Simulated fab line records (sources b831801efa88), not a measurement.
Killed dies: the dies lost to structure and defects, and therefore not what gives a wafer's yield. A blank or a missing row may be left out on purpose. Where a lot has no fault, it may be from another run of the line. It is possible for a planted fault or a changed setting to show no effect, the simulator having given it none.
The same fault as seen by 2 desks :: flow gf180mcu :: each desk has only its own numbers; what lay behind them comes last

## THE METROLOGY DESK
Means of the sampled wafers that have a number, per lot and without regard to the tool the lot ran on: this is what the gauges read. Marked OUT: a lot whose mean sits more than 4 standard deviations from the usual mean, which makes it out of limits; the brackets give that distance.
Columns: A = STI_OXIDATION_02_THK at GF_STI_THK_MEAS_30, usual 10.08 nm; B = VT_IMPLANT_2_TW at GF_VT_IMPLANT_TW_MEAS_21, usual 1216; C = POLY_GATE_OXIDATION_THK at GF_POLY_GATE_THK_MEAS_17, usual 4.02 nm
lot: L118
first seen here: day 2 06:52
A: 10.07
B: 1205
C: 4.05

lot: L119
first seen here: day 2 12:13
A: 10.29
B: 1228
C: 4.02

lot: L120
first seen here: day 2 15:50
A: 10.20
B: 1220
C: 4.09

lot: L123
first seen here: day 3 08:31
A: 10.00
B: 1210
C: 3.92

lot: L124
first seen here: day 3 12:12
A: 9.86
B: 1211
C: 4.01

lot: L125
first seen here: day 3 19:55
A: 10.11
B: 1204
C: 4.02

lot: L126
first seen here: day 4 00:01
A: 9.69
B: 1213
C: 3.95

lot: L128
first seen here: day 4 10:37
A: 10.25
B: 1204
C: 4.04

lot: L129
first seen here: day 4 14:23
A: 9.72
B: 1209
C: 4.05

lot: L130
first seen here: day 4 20:56
A: 10.03
B: 1232
C: 4.09

lot: L138
first seen here: day 6 12:55
A: 10.15
B: 1211
C: 4.07

lot: L139
first seen here: day 6 18:28
A: 10.11
B: 1206
C: 3.98

lot: L140
first seen here: day 6 23:07
A: 10.36
B: 1218
C: 3.90

lot: L141
first seen here: day 7 04:44
A: 10.16
B: 1204
C: 3.99
This desk's finding: nothing out of limits on any of the 14 lots.

## DESK OF THE TOOL OWNER: rtp_anneal-01
The tool's own readings at GF_VT_IMPLANT_RTA_45 (time 30 s): means of the sampled wafers that have a number, for each lot that ran on this tool. Marked OUT: a lot whose mean sits more than 4 standard deviations from the usual mean, which makes it out of limits; the brackets give that distance.
Columns: A = lamp_power_pct at GF_VT_IMPLANT_RTA_45, usual 38.8 %; B = run_length_s at GF_VT_IMPLANT_RTA_45, usual 58.53 s; C = wafer_temp_C_max at GF_VT_IMPLANT_RTA_45, usual 1055.3
lot: L124
first seen here: day 9 03:21
A: 37.1
B: 58.35
C: 1055.1

lot: L125
first seen here: day 9 14:04
A: 37.1
B: 58.38
C: 1056.2

lot: L126
first seen here: day 9 19:42
A: 37.1
B: 58.29
C: 1054.8

lot: L128
first seen here: day 10 05:40
A: 36.7
B: 47.72 (-37) OUT
C: 1054.6

lot: L130
first seen here: day 10 21:49
A: 36.7
B: 47.64 (-38) OUT
C: 1054.2

lot: L138
first seen here: day 13 01:48
A: 37.0
B: 58.26
C: 1054.4
This desk's verdict: out of limits on L128, L130, starting with L128 at day 10 05:40 (run_length_s at GF_VT_IMPLANT_RTA_45). L124, L125, L126, L138: within limits.

## TAKEN TOGETHER
At day 10 05:40, on L128, L130, the tool owner's desk was in a position to raise an alarm.
At the metrology desk, nothing out of limits was observed.
The metrology desk has L128, L130 on record, within its limits.
GF_VT_IMPLANT_RTA_45 was run on rtp_anneal-01 by each of the lots named.

## WHAT THE SIMULATOR PUT IN
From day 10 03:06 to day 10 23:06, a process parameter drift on rtp_anneal-01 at GF_VT_IMPLANT_RTA_45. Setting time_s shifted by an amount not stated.
Shown lots that were struck: L128, L130.
Time in hours from fault onset to the first out-of-limits reading at each desk: the tool owner's desk, 3.
